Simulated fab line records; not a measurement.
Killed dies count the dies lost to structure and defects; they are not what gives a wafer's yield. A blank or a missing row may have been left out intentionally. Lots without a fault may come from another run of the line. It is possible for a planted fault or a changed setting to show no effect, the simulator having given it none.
fab line records	flow sky130
record: lots: 11	wafers: 33	last-day: 50
route steps=708 shown FIELD_ISO@16 VIA4@652 METAL5@663 PAD_OPEN@702
lots that met no fault: from a run of the same line without faults
start-h: hours from the record's first day to the start of the lot's first wafer shown	wait-h: hours elapsed since this lot's preceding step	" as in the row above	L1.1+2: one row covering several wafers at once	- no value, or no start given	* or withheld: withheld	< > ~ a bound
route shown NAME@n: a module of which the file shows steps, and the number in the route of the first	usual: average and standard deviation across the fault-free wafers	same: alike in all rows	chamber/n: place in a boat	sites: the reading at each site	_std_site: their standard deviation	_edge_site: mean of outer sites minus mean of inner sites	radius-mm: for every site, how far away it sits from the centre of the wafer	mask NAME#n: copy n	behind: tool/chamber where the wafer was last shaped	hold: cause of the lot's hold/its duration in hours/its outcome	device: the transistor (n, p or np) that didn't switch	end of line: the same wafers' tests at the end of the route	a step with no rows: only its recipe	killed: count of dies lost to structure and defects at first sort (not the wafer's yield)	map: dies across one wafer; x = killed, . = not, _ = none there
set.NAME: setting as actually run; set.NAME@STEP: the setting as run at that earlier step	model.NAME: the simulator's own value behind a step, which no gauge read
steps of the route over a sample of lots; a table a step, a row a wafer
services: a tool's chamber out of use, with start hour (start-h, from the record's first day; less than 0 if before it), hours out, and reason
== steps ==
step: SKY_FIELD_ISO_ETCH_15
recipe: chemistry: CHF3/O2	target-depth-nm: 180	stop-on: Si	source-w: 600	bias-w: 200	pressure-mtorr: 40	chf3-flow-sccm: 50	O2_flow_sccm: 5	time-s: 72
usual: O2_flow_sccm: 5.000/0.014	bias-w: 199.9/0.59	chamber-pressure-mTorr: 40.00/0.047	drypump-motor-current-A: 5.7/0.53	oes-product-au: 0.943/0.0062	throttle-valve-pct: 8.843/0.0095
lot.wafer	tool	chamber	start-h	wait-h	O2_flow_sccm	bias-w	chamber-pressure-mTorr	drypump-motor-current-A	oes-product-au	rf-hours-counter-h	throttle-valve-pct
L261.2	rie-diel-04	0	39.17	0.0	5.010	199.8	40.00	4.9	0.942	147	8.848
L261.4	"	1	"	"	4.983	200.3	39.92	5.6	0.948	-	8.833
L261.5	"	3	"	"	4.997	199.4	40.00	6.6	0.946	-	8.843
L263.1	rie-diel-04	1	49.16	0.0	5.015	199.9	40.01	5.7	0.943	127	8.839
L263.2	"	0	"	"	5.003	200.4	39.96	4.8	0.943	147	8.840
L263.5	"	0	"	"	5.042	200.7	39.93	4.8	0.941	-	8.842
L266.2	rie-diel-03	1	65.99	0.0	5.004	200.2	40.05	5.7	0.938	21	8.834
L266.5	"	1	"	"	4.984	200.3	40.05	5.7	0.943	-	8.840
L266.6	"	2	"	"	5.011	200.5	39.98	5.4	0.943	-	8.839
L267.2	rie-diel-04	1	70.42	0.0	4.995	199.9	40.06	5.7	0.952	128	8.844
L267.3	"	0	"	"	5.011	199.6	39.96	4.8	0.943	148	8.849
L267.4	"	3	"	"	5.017	200.7	40.02	6.7	0.949	1	8.842
L268.4	rie-diel-01	0	75.94	0.0	5.020	200.4	39.99	5.4	0.941	111	8.864
L268.5	"	1	"	"	5.014	199.9	40.10	6.0	0.935	-	8.851
L268.6	"	0	"	"	5.015	200.2	39.95	5.4	0.951	-	8.845
L272.1	rie-diel-03	1	99.39	0.0	4.987	199.3	39.95	5.7	0.944	22	8.839
L272.3	"	0	"	"	4.986	199.8	39.96	5.8	0.945	152	8.852
L272.5	"	1	"	"	5.004	199.5	40.00	5.7	0.953	-	8.837
L274.1	rie-diel-04	0	114.19	0.0	4.981	198.9	40.07	4.9	0.944	148	8.827
L274.3	"	1	"	"	5.011	199.5	40.01	5.7	0.950	128	8.860
L274.4	"	0	"	"	4.993	199.9	39.99	4.9	0.957	-	8.842
L279.1	rie-diel-01	0	135.26	0.0	4.976	200.5	40.02	5.4	0.950	113	8.840
L279.3	"	3	"	"	4.994	200.6	40.00	5.6	0.947	112	8.847
L279.4	"	1	"	"	5.000	200.0	40.02	6.0	0.946	149	8.839
L280.1	rie-diel-01	1	137.83	0.0	5.022	199.2	40.02	6.0	0.943	149	8.825
L280.3	"	0	"	"	4.981	199.8	39.99	5.4	0.953	113	8.847
L280.6	"	0	"	"	4.993	200.0	39.98	5.4	0.948	-	8.834
L281.1	rie-diel-01	1	143.58	0.0	5.018	200.5	40.01	6.0	0.942	149	8.848
L281.3	"	3	"	"	4.983	199.9	39.98	5.6	0.936	112	8.842
L281.5	"	2	"	"	5.019	199.5	39.94	5.1	0.940	-	8.825
L282.1	rie-diel-04	3	147.86	0.0	5.010	199.9	40.00	6.7	0.939	2	8.850
L282.3	"	0	"	"	4.985	198.7	40.00	4.9	0.947	149	8.841
L282.5	"	0	"	"	4.998	199.4	40.00	4.9	0.949	-	8.839
step: SKY_VIA4_STRIP_13
recipe: chemistry: O2/N2	power-w: 1400	pressure-mtorr: 1500	platen-temp-c: withheld	o2-flow-sccm: 3000	n2-flow-sccm: 300	overash-fraction: 0.5
usual: chamber-pressure-mTorr: 1500.0/1.3	drypump-motor-current-A: 5.6/0.49	n2-flow-sccm: 300.1/0.86	oes-product-au: 0.710/0.0047	strip-time-to-endpoint-s: 12.802/0.027
lot.wafer	tool	chamber	start-h	wait-h	chamber-pressure-mTorr	drypump-motor-current-A	n2-flow-sccm	oes-product-au	rf-hours-counter-h	strip-time-to-endpoint-s
L261.2	plasma-asher-03	0	1012.43	-	1498.4	6.2	299.8	0.702	111	12.812
L261.4	"	0	"	"	1499.1	6.2	300.8	0.705	-	12.808
L261.5	"	0	"	"	1501.5	6.2	300.2	0.709	-	12.819
L263.1	plasma-asher-01	1	1022.33	-	1501.9	5.3	300.4	0.701	92	12.799
L263.2	"	0	"	"	1499.7	5.4	299.9	0.708	92	12.770
L263.5	"	1	"	"	1500.0	5.3	301.8	0.712	-	12.817
L266.2	plasma-asher-01	0	1048.91	-	1500.2	5.4	301.5	0.709	95	12.802
L266.5	"	1	"	"	1500.9	5.3	301.2	0.706	-	12.814
L266.6	"	0	"	"	1500.3	5.4	301.6	0.713	-	12.805
L267.2	plasma-asher-02	0	1066.67	-	1500.4	5.7	300.4	0.715	63	12.821
L267.3	"	0	"	"	1499.2	5.7	301.5	0.713	-	12.807
L267.4	"	1	"	"	1501.2	4.7	300.9	0.706	-	12.822
L268.4	plasma-asher-02	0	1079.19	-	1501.3	5.7	299.9	0.715	-	12.782
L268.5	"	0	"	"	1500.3	5.7	299.8	0.714	-	12.769
L268.6	"	1	"	"	1498.0	4.7	300.4	0.706	-	12.796
L272.1	plasma-asher-02	0	1100.12	-	1499.4	5.7	299.3	0.708	66	12.823
L272.3	"	0	"	"	1501.3	5.7	299.2	0.712	-	12.788
L272.5	"	0	"	"	1498.9	5.7	300.1	0.708	-	12.795
L274.1	plasma-asher-02	1	1102.36	-	1499.9	4.7	300.5	0.709	66	12.816
L274.3	"	1	"	"	1502.1	4.7	299.4	0.706	-	12.824
L274.4	"	0	"	"	1499.7	5.7	300.3	0.707	-	12.764
L279.1	plasma-asher-02	1	1134.87	-	1497.9	4.7	300.9	0.711	69	12.837
L279.3	"	0	"	"	1497.5	5.7	300.0	0.710	-	12.798
L279.4	"	1	"	"	1501.3	4.7	301.8	0.709	-	12.794
L280.1	plasma-asher-03	1	1135.17	-	1500.3	5.9	298.8	0.707	6	12.835
L280.3	"	0	"	"	1502.0	6.2	299.8	0.722	-	12.837
L280.6	"	0	"	"	1501.0	6.2	300.1	0.706	-	12.793
L281.1	plasma-asher-01	1	1135.47	-	1500.5	5.3	299.9	0.702	104	12.782
L281.3	"	0	"	"	1500.1	5.4	300.9	0.710	-	12.810
L281.5	"	0	"	"	1501.8	5.4	300.3	0.712	-	12.750
L282.1	plasma-asher-03	1	1140.32	-	1499.6	5.9	298.8	0.710	7	12.769
L282.3	"	1	"	"	1502.0	5.9	299.3	0.708	-	12.793
L282.5	"	1	"	"	1497.4	5.9	298.9	0.713	-	12.815
step: SKY_METAL5_SPUTTER_02
recipe: material: AlCu	target-thk-nm: 1150	power-w: 10600	time-s: 61.2	chamber-pressure-pa: 0.4
usual: throttle-valve-pct: 29.7/0.86
lot.wafer	tool	chamber	start-h	wait-h	throttle-valve-pct
L261.2	pvd-sputter-04	-	1013.83	0.0	28.4
L261.4	"	-	"	"	31.4
L261.5	"	-	"	"	29.9
L263.1	pvd-sputter-03	-	1023.81	0.0	30.1
L263.2	"	-	"	"	29.1
L263.5	"	-	"	"	29.3
L266.2	pvd-sputter-01	-	1050.43	0.0	29.5
L266.5	"	-	"	"	29.1
L266.6	"	-	"	"	29.0
L267.2	pvd-sputter-01	-	1068.00	0.0	29.4
L267.3	"	-	"	"	29.2
L267.4	"	-	"	"	30.9
L268.4	pvd-sputter-03	-	1080.49	0.0	29.0
L268.5	"	-	"	"	29.7
L268.6	"	-	"	"	29.3
L272.1	pvd-sputter-04	-	1101.60	0.0	31.2
L272.3	"	-	"	"	28.4
L272.5	"	-	"	"	29.7
L274.1	pvd-sputter-03	-	1104.10	0.0	29.8
L274.3	"	-	"	"	30.4
L274.4	"	-	"	"	29.0
L279.1	pvd-sputter-01	-	1136.20	0.0	29.4
L279.3	"	-	"	"	29.0
L279.4	"	-	"	"	30.9
L280.1	pvd-sputter-04	-	1136.50	0.0	30.0
L280.3	"	-	"	"	29.9
L280.6	"	-	"	"	29.6
L281.1	pvd-sputter-01	-	1136.86	0.0	29.5
L281.3	"	-	"	"	28.6
L281.5	"	-	"	"	30.9
L282.1	pvd-sputter-03	-	1142.20	0.0	30.1
L282.3	"	-	"	"	29.7
L282.5	"	-	"	"	30.2
step: SKY_PAD_OPEN_STRIP_08
recipe: chemistry: O2/N2	power-w: 1400	pressure-mtorr: 1500	platen-temp-c: withheld	overash-fraction: 0.7	o2-flow-sccm: 3000	n2-flow-sccm: 300
usual: chamber-pressure-mTorr: 1500.0/1.4	drypump-motor-current-A: 5.7/0.34	n2-flow-sccm: 300.0/0.87	oes-product-au: 0.662/0.0047
lot.wafer	tool	chamber	start-h	wait-h	chamber-pressure-mTorr	drypump-motor-current-A	n2-flow-sccm	oes-product-au	rf-hours-counter-h
L261.2	plasma-asher-03	1	1080.16	0.1	1500.0	5.9	299.0	0.665	1
L261.4	"	1	"	"	1499.0	5.9	299.6	0.658	-
L261.5	"	1	"	"	1500.2	5.9	300.7	0.659	-
L263.1	plasma-asher-03	1	1088.71	0.1	1501.0	5.9	301.4	0.661	2
L263.2	"	0	"	"	1501.7	6.2	300.1	0.659	2
L263.5	"	1	"	"	1502.0	5.9	300.1	0.670	-
L266.2	plasma-asher-01	0	1112.36	0.1	1499.2	5.4	301.3	0.669	102
L266.5	"	1	"	"	1501.1	5.3	300.0	0.665	-
L266.6	"	0	"	"	1501.4	5.4	300.1	0.662	-
L267.2	plasma-asher-04	1	1127.86	0.1	1501.2	5.8	299.1	0.661	38
L267.3	"	0	"	"	1498.0	5.9	299.1	0.660	-
L267.4	"	1	"	"	1500.2	5.8	299.6	0.664	-
L268.4	plasma-asher-01	1	1139.99	0.1	1500.8	5.3	301.0	0.662	-
L268.5	"	1	"	"	1499.9	5.3	299.7	0.660	-
L268.6	"	0	"	"	1498.4	5.4	301.3	0.665	-
L272.1	plasma-asher-01	0	1159.71	0.1	1499.2	5.4	301.5	0.665	106
L272.3	"	0	"	"	1498.1	5.4	299.4	0.651	-
L272.5	"	1	"	"	1501.0	5.3	300.0	0.661	-
L274.1	plasma-asher-03	0	1161.31	0.1	1503.5	6.2	301.3	0.666	9
L274.3	"	0	"	"	1500.6	6.2	300.1	0.673	-
L274.4	"	1	"	"	1500.9	5.9	298.9	0.675	-
L279.1	plasma-asher-03	1	1190.26	0.1	1500.6	5.8	299.3	0.667	11
L279.3	"	1	"	"	1500.0	5.8	297.9	0.667	-
L279.4	"	0	"	"	1501.1	6.2	299.5	0.665	-
L280.1	plasma-asher-04	1	1190.61	0.1	1500.9	5.8	300.7	0.660	45
L280.3	"	0	"	"	1498.0	5.9	300.4	0.662	-
L280.6	"	1	"	"	1499.9	5.8	300.2	0.663	-
L281.1	plasma-asher-04	1	1191.41	0.1	1498.1	5.8	299.4	0.670	45
L281.3	"	1	"	"	1500.2	5.8	299.4	0.666	-
L281.5	"	0	"	"	1503.0	5.9	299.0	0.658	-
L282.1	plasma-asher-01	0	1194.96	0.1	1497.5	5.4	300.9	0.663	109
L282.3	"	0	"	"	1498.2	5.4	298.9	0.664	-
L282.5	"	0	"	"	1497.6	5.4	299.8	0.664	-
step: SKY_PAD_OPEN_PROBE_99
usual: killed_at_M0_to_M3: 43/7.8	killed_at_M4_up: 3.2/1.7	killed-at-contacts: 24/5.2	killed-at-front-end: 15/4.5	killed-at-other: 0.4/0.65	killed-dies: 87/9.1	killed-open: 47/7.3	killed-short: 40/6.5
same: gross-dies: 492	killed-at-back-side: 0
lot.wafer	tool	chamber	start-h	wait-h	hold	killed_at_M0_to_M3	killed_at_M4_up	killed-at-contacts	killed-at-front-end	killed-at-other	killed-dies	killed-open	killed-short
L261.2	prober-01	-	1082.43	0.1	-	50	3	32	14	0	99	57	42
L261.4	prober-01	-	1082.53	0.2	-	35	3	24	13	1	76	38	38
L261.5	prober-01	-	1082.58	0.2	-	32	5	23	17	0	77	37	40
L263.1	prober-01	-	1090.98	0.1	-	45	5	29	17	0	96	59	37
L263.2	prober-01	-	1091.03	0.1	-	46	4	15	23	1	89	51	38
L263.5	prober-01	-	1091.18	0.2	-	40	4	24	10	0	78	47	31
L266.2	prober-02	-	1114.62	0.1	-	54	1	29	17	0	101	56	45
L266.5	prober-02	-	1114.77	0.2	-	37	2	22	17	0	78	41	37
L266.6	prober-02	-	1114.82	0.2	-	31	3	27	12	0	73	34	39
L267.2	prober-01	-	1130.12	0.1	-	43	5	28	14	1	91	48	42
L267.3	prober-01	-	1130.17	0.2	-	43	4	26	21	1	95	53	41
L267.4	prober-01	-	1130.22	0.2	-	49	5	17	19	0	90	41	49
L268.4	prober-02	-	1142.32	0.2	-	52	2	26	13	0	93	55	38
L268.5	prober-02	-	1142.37	0.2	-	52	3	29	18	1	103	56	46
L268.6	prober-02	-	1142.42	0.2	-	56	2	24	17	0	99	42	57
L272.1	prober-02	-	1161.92	0.1	await-dispo/7.9h/release	46	3	19	66	0	134	45	33
L272.3	prober-02	-	1162.02	0.2	await-dispo/7.9h/release	44	8	17	13	0	82	39	43
L272.5	prober-02	-	1162.12	0.2	await-dispo/7.9h/release	42	4	27	70	0	143	37	45
L274.1	prober-02	-	1163.53	0.1	-	42	0	23	13	2	80	39	38
L274.3	prober-02	-	1163.63	0.2	-	44	5	25	11	1	86	49	36
L274.4	prober-02	-	1163.68	0.2	-	41	2	20	15	1	79	44	34
L279.1	prober-01	-	1192.66	0.1	-	41	3	33	16	1	94	45	48
L279.3	prober-01	-	1192.76	0.2	-	44	4	25	15	2	90	56	33
L279.4	prober-01	-	1192.81	0.2	-	44	1	18	15	1	79	42	36
L280.1	prober-02	-	1192.84	0.1	-	40	3	21	12	0	76	44	32
L280.3	prober-02	-	1192.94	0.2	-	33	3	33	13	1	83	54	28
L280.6	prober-02	-	1193.09	0.2	-	31	2	34	26	0	93	55	38
L281.1	prober-01	-	1194.16	0.1	-	59	2	23	16	0	100	59	41
L281.3	prober-01	-	1194.26	0.2	-	48	2	24	8	0	82	49	33
L281.5	prober-01	-	1194.36	0.2	-	49	3	14	16	0	82	45	37
L282.1	prober-02	-	1197.17	0.1	-	35	3	24	17	0	79	34	45
L282.3	prober-02	-	1197.27	0.2	-	26	2	29	19	0	76	49	27
L282.5	prober-02	-	1197.37	0.2	-	40	4	28	12	0	84	44	40
killed by level:class
L261.2 CONTACT:geometric-particle:open=16 METAL2:geometric-particle:short=12 VIA1:geometric-particle:open=10 VIA3:geometric-particle:open=10 FIELD_ISO:geometric-particle:open=6 LI_CONTACT:geometric-particle:open=5 VIA1:geometric-particle:short=4 LI_CONTACT:geometric-particle:short=4
L261.4 CONTACT:geometric-particle:open=9 VIA3:geometric-particle:open=7 METAL1:geometric-particle:short=6 LI_CONTACT:geometric-particle:open=6 CONTACT:geometric-particle:short=6 FIELD_ISO:geometric-particle:open=5 FIELD_ISO:geometric-particle:short=5 METAL2:geometric-particle:short=5
L261.5 CONTACT:geometric-particle:short=8 VIA2:geometric-particle:open=8 FIELD_ISO:geometric-particle:short=6 CONTACT:geometric-particle:open=6 VIA1:geometric-particle:open=6 FIELD_ISO:geometric-particle:open=5 METAL1:geometric-particle:short=5 VIA1:geometric-particle:short=5
L263.1 CONTACT:geometric-particle:open=11 VIA1:geometric-particle:open=10 VIA2:geometric-particle:open=10 LI_CONTACT:geometric-particle:open=9 VIA1:geometric-particle:short=7 FIELD_ISO:geometric-particle:short=5 METAL1:geometric-particle:open=5 METAL1:geometric-particle:short=5
L263.2 FIELD_ISO:geometric-particle:short=10 VIA3:geometric-particle:open=10 VIA1:geometric-particle:short=8 FIELD_ISO:geometric-particle:open=7 METAL1:geometric-particle:open=7 VIA2:geometric-particle:open=7 CONTACT:geometric-particle:open=5 METAL1:geometric-particle:short=4
L263.5 VIA1:geometric-particle:open=12 LI_CONTACT:geometric-particle:open=10 CONTACT:geometric-particle:open=7 METAL2:geometric-particle:short=7 METAL1:geometric-particle:short=6 VIA3:geometric-particle:open=4 FIELD_ISO:geometric-particle:short=3 CONTACT:geometric-particle:short=3
L266.2 VIA1:geometric-particle:open=18 CONTACT:geometric-particle:open=10 LOCAL_INTERCONNECT:geometric-particle:short=7 POLY_GATE:geometric-particle:open=6 LI_CONTACT:geometric-particle:open=6 VIA1:geometric-particle:short=6 CONTACT:geometric-particle:short=5 METAL1:geometric-particle:short=5
L266.5 CONTACT:geometric-particle:open=10 VIA1:geometric-particle:open=10 VIA3:geometric-particle:open=7 CONTACT:geometric-particle:short=5 METAL1:geometric-particle:short=5 FIELD_ISO:geometric-particle:open=4 METAL3:geometric-particle:short=4 LI_CONTACT:geometric-particle:open=4
L266.6 LI_CONTACT:geometric-particle:open=9 VIA1:geometric-particle:short=8 CONTACT:geometric-particle:open=7 VIA1:geometric-particle:open=6 CONTACT:geometric-particle:short=5 FIELD_ISO:geometric-particle:short=4 VIA2:geometric-particle:open=4 VIA3:geometric-particle:open=3
L267.2 CONTACT:geometric-particle:open=14 VIA1:geometric-particle:open=8 VIA2:geometric-particle:open=7 VIA1:geometric-particle:short=6 FIELD_ISO:geometric-particle:open=5 METAL1:geometric-particle:short=5 CONTACT:geometric-particle:short=5 FIELD_ISO:geometric-particle:short=4
L267.3 CONTACT:geometric-particle:open=11 METAL2:geometric-particle:short=7 VIA1:geometric-particle:open=7 VIA3:geometric-particle:open=7 LI_CONTACT:geometric-particle:open=6 FIELD_ISO:geometric-particle:open=5 POLY_GATE:geometric-particle:open=5 METAL1:geometric-particle:short=5
L267.4 VIA1:geometric-particle:open=9 METAL1:geometric-particle:short=7 FIELD_ISO:geometric-particle:short=6 VIA1:geometric-particle:short=6 METAL2:geometric-particle:short=6 VIA3:geometric-particle:open=6 CONTACT:geometric-particle:short=5 CONTACT:geometric-particle:open=5
L268.4 VIA1:geometric-particle:open=11 VIA3:geometric-particle:open=11 VIA2:geometric-particle:open=7 CONTACT:geometric-particle:short=6 LOCAL_INTERCONNECT:geometric-particle:short=6 CONTACT:geometric-particle:open=6 METAL2:geometric-particle:short=5 LI_CONTACT:geometric-particle:open=5
L268.5 VIA1:geometric-particle:open=11 LI_CONTACT:geometric-particle:open=9 VIA2:geometric-particle:open=9 CONTACT:geometric-particle:open=8 VIA1:geometric-particle:short=7 VIA3:geometric-particle:open=7 CONTACT:geometric-particle:short=6 POLY_GATE:geometric-particle:open=5
L268.6 VIA1:geometric-particle:open=15 METAL2:geometric-particle:short=10 LI_CONTACT:geometric-particle:short=7 METAL1:geometric-particle:short=7 VIA3:geometric-particle:open=6 LOCAL_INTERCONNECT:geometric-particle:short=5 CONTACT:geometric-particle:short=5 VIA2:geometric-particle:open=5
L272.1 FIELD_ISO:unspecified=56 LI_CONTACT:geometric-particle:open=10 VIA1:geometric-particle:open=8 VIA1:geometric-particle:short=7 METAL2:geometric-particle:open=6 VIA2:geometric-particle:open=6 CONTACT:geometric-particle:open=4 METAL1:geometric-particle:short=4
L272.3 VIA3:geometric-particle:open=10 VIA1:geometric-particle:short=7 VIA2:geometric-particle:open=6 LOCAL_INTERCONNECT:geometric-particle:short=6 VIA1:geometric-particle:open=6 METAL4:geometric-particle:short=6 FIELD_ISO:geometric-particle:short=5 CONTACT:geometric-particle:open=5
L272.5 FIELD_ISO:unspecified=61 CONTACT:geometric-particle:short=10 VIA1:geometric-particle:short=8 LI_CONTACT:geometric-particle:open=6 VIA2:geometric-particle:open=6 VIA1:geometric-particle:open=6 VIA3:geometric-particle:open=6 LOCAL_INTERCONNECT:geometric-particle:short=5
L274.1 VIA1:geometric-particle:open=10 CONTACT:geometric-particle:open=7 LI_CONTACT:geometric-particle:open=6 VIA1:geometric-particle:short=6 VIA3:geometric-particle:short=6 LOCAL_INTERCONNECT:geometric-particle:short=5 VIA2:geometric-particle:open=5 POLY_GATE:geometric-particle:short=4
L274.3 VIA3:geometric-particle:open=11 CONTACT:geometric-particle:open=10 VIA1:geometric-particle:open=7 CONTACT:geometric-particle:short=6 METAL1:geometric-particle:short=6 METAL2:geometric-particle:short=6 LI_CONTACT:geometric-particle:open=5 FIELD_ISO:geometric-particle:open=4
L274.4 VIA1:geometric-particle:open=11 METAL1:geometric-particle:short=9 VIA3:geometric-particle:open=7 LI_CONTACT:geometric-particle:open=6 FIELD_ISO:geometric-particle:open=5 POLY_GATE:geometric-particle:short=5 CONTACT:geometric-particle:open=5 CONTACT:geometric-particle:short=5
L279.1 CONTACT:geometric-particle:open=12 METAL2:geometric-particle:short=11 LI_CONTACT:geometric-particle:open=10 VIA2:geometric-particle:open=7 FIELD_ISO:geometric-particle:short=6 VIA3:geometric-particle:short=6 LOCAL_INTERCONNECT:geometric-particle:short=5 POLY_GATE:geometric-particle:open=4
L279.3 CONTACT:geometric-particle:open=12 VIA1:geometric-particle:open=10 FIELD_ISO:geometric-particle:open=9 VIA2:geometric-particle:open=9 VIA1:geometric-particle:short=6 CONTACT:geometric-particle:short=5 FIELD_ISO:geometric-particle:short=4 LI_CONTACT:geometric-particle:open=4
L279.4 VIA3:geometric-particle:open=7 VIA1:geometric-particle:open=7 CONTACT:geometric-particle:open=6 METAL2:geometric-particle:short=6 POLY_GATE:geometric-particle:open=5 POLY_GATE:geometric-particle:short=5 VIA1:geometric-particle:short=5 VIA2:geometric-particle:open=5
L280.1 VIA1:geometric-particle:open=12 VIA2:geometric-particle:open=8 CONTACT:geometric-particle:open=7 METAL1:geometric-particle:short=6 LI_CONTACT:geometric-particle:open=5 FIELD_ISO:geometric-particle:short=4 POLY_GATE:geometric-particle:short=3 LI_CONTACT:geometric-particle:short=3
L280.3 CONTACT:geometric-particle:open=11 LI_CONTACT:geometric-particle:open=10 VIA2:geometric-particle:open=9 VIA1:geometric-particle:open=5 VIA3:geometric-particle:open=5 SPACER:geometric-particle:open=4 LOCAL_INTERCONNECT:geometric-particle:short=4 VIA1:geometric-particle:short=4
L280.6 LI_CONTACT:geometric-particle:open=14 VIA1:geometric-particle:open=12 FIELD_ISO:geometric-particle:open=9 LOCAL_INTERCONNECT:geometric-particle:short=6 VIA3:geometric-particle:open=6 FIELD_ISO:geometric-particle:short=5 CONTACT:geometric-particle:open=5 SPACER:geometric-particle:short=4
L281.1 VIA1:geometric-particle:open=13 METAL1:geometric-particle:short=11 VIA2:geometric-particle:open=9 LI_CONTACT:geometric-particle:open=8 CONTACT:geometric-particle:open=6 CONTACT:geometric-particle:short=5 VIA1:geometric-particle:short=5 METAL3:geometric-particle:short=5
L281.3 VIA1:geometric-particle:open=12 LI_CONTACT:geometric-particle:open=10 VIA2:geometric-particle:open=8 CONTACT:geometric-particle:open=6 VIA3:geometric-particle:open=6 METAL1:geometric-particle:short=5 POLY_GATE:geometric-particle:short=4 CONTACT:geometric-particle:short=4
L281.5 VIA2:geometric-particle:open=13 METAL1:geometric-particle:short=8 VIA3:geometric-particle:open=6 FIELD_ISO:geometric-particle:open=5 VIA1:geometric-particle:short=5 FIELD_ISO:geometric-particle:short=4 CONTACT:geometric-particle:open=4 VIA1:geometric-particle:open=4
L282.1 CONTACT:geometric-particle:open=10 VIA1:geometric-particle:open=9 POLY_GATE:geometric-particle:short=7 METAL1:geometric-particle:short=7 METAL2:geometric-particle:short=7 LI_CONTACT:geometric-particle:open=6 FIELD_ISO:geometric-particle:short=5 LI_CONTACT:geometric-particle:short=3
L282.3 LI_CONTACT:geometric-particle:open=12 CONTACT:geometric-particle:open=9 SPACER:geometric-particle:open=5 VIA3:geometric-particle:open=5 FIELD_ISO:geometric-particle:open=4 POLY_GATE:geometric-particle:short=4 VIA1:geometric-particle:open=4 METAL2:geometric-particle:short=4
L282.5 CONTACT:geometric-particle:open=11 VIA2:geometric-particle:open=8 LI_CONTACT:geometric-particle:short=6 METAL1:geometric-particle:open=5 VIA3:geometric-particle:open=5 POLY_GATE:geometric-particle:open=4 LOCAL_INTERCONNECT:geometric-particle:short=4 CONTACT:geometric-particle:short=4
== services ==
tool	chamber	start-h	hours	kind
plasma-asher-01	-	21.22	6.9	repair
rie-diel-04	2	38.02	30.8	repair
plasma-asher-01	-	80.62	2.5	repair
plasma-asher-01	-	108.75	9.0	pm
rie-diel-04	2	110.32	9.6	repair
rie-diel-04	1	139.46	22.5	repair
plasma-asher-03	-	187.37	1.5	repair
rie-diel-04	3	229.46	3.7	repair
rie-diel-04	3	253.82	6.0	repair
plasma-asher-03	-	289.41	14.6	pm
plasma-asher-02	-	302.76	8.8	repair
rie-diel-04	2	314.46	5.1	repair
plasma-asher-01	-	315.62	1.7	repair
rie-diel-04	-	333.20	27.6	repair
rie-diel-04	0	373.01	29.4	repair
plasma-asher-03	-	446.86	0.5	repair
plasma-asher-03	-	461.83	0.6	repair
plasma-asher-03	-	622.40	82.2	repair
plasma-asher-01	-	710.08	14.6	pm
plasma-asher-01	-	776.87	2.8	pm
plasma-asher-01	-	879.00	2.3	repair
plasma-asher-03	-	1055.25	9.0	pm
plasma-asher-03	-	1065.33	5.7	repair
plasma-asher-01	-	1177.99	1.1	repair
== key ==
first-sign: step: SKY_PAD_OPEN_PROBE_99	reading: killed-at-front-end	direction: up	sigmas: 12	usual: 15	struck: 68
effect: step: SKY_PAD_OPEN_PROBE_99	reading: killed-dies	direction: up	sigmas: 5.7	usual: 87	struck: 138
met-at SKY_FIELD_ISO_ETCH_15
struck-lots L272
struck-wafers L272.1,L272.5
tester-left-out L272
not-acting-at SKY_VIA4_STRIP_13,SKY_METAL5_SPUTTER_02,SKY_PAD_OPEN_STRIP_08
onset-between 65.99 99.39
fault: kind: chamber-particle-source	tool: rie-diel-03	chamber: 1	onset-h: 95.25	steps: SKY_FIELD_ISO_ETCH_15	rate-per-visit-cm2: 1.4219	end-h: 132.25
tester-left-out: of these lots the tester's yield and bins aren't shown, on N5 and GAA mostly nor the transistor test; their killed dies are dies lost to structure and defects alone, not to doping, threshold or leakage, so they don't give the yield
